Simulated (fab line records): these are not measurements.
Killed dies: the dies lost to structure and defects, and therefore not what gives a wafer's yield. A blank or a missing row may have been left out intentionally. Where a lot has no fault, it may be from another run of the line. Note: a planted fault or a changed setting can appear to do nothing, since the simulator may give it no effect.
Chamber matching ; flow gf180mcu ; pecvd-01 running GF_CONTACT_CVD_02: 3 sister chambers
The step deposits SiO2 from TEOS, target thk 860 nm, time 95.992 s. 3 wafers are shown with their chamber, then 7 later ones without.

WAFERS, EACH WITH ITS CHAMBER
wafer;chamber;rf fwd power W (W)
L305.2;2;595.5
L321.3;0;597.0
L321.5;1;597.1

WAFERS WHOSE CHAMBER IS MISSING
wafer;rf fwd power W (W)
L321.6;596.6
L324.1;599.2
L324.3;595.6
L324.5;595.1
L323.1;597.1
L323.3;597.7
L323.5;596.3

CHAMBER TAKEN BY EACH
wafer;from the rows above;in truth
L321.6;can't be placed: 0 or 1 or 2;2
L324.1;can't be placed: 1 or 0 or 2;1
L324.3;can't be placed: 2 or 0 or 1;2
L324.5;can't be placed: 2 or 0 or 1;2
L323.1;can't be placed: 1 or 0 or 2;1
L323.3;can't be placed: 1 or 0 or 2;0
L323.5;can't be placed: 0 or 2 or 1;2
Placed correctly: 0 of 7. Not placeable from these rows: 7 (in 7, the candidates include the true chamber). Number placed wrongly: 0.
How it was worked out, from the rows above alone: a wafer's distance from a chamber is the root of the sum, over the readings, of the square of ((its reading less the chamber's mean) divided by the reading's scatter). If the next closest chamber is less than 2 further off than the closest, the wafer can't be placed; otherwise it belongs to the closest. For every chamber, the mean is computed from those of its wafers that are shown. The scatter: root of mean squared gap, hidden wafer to nearest shown wafer, with one shown wafer a chamber.
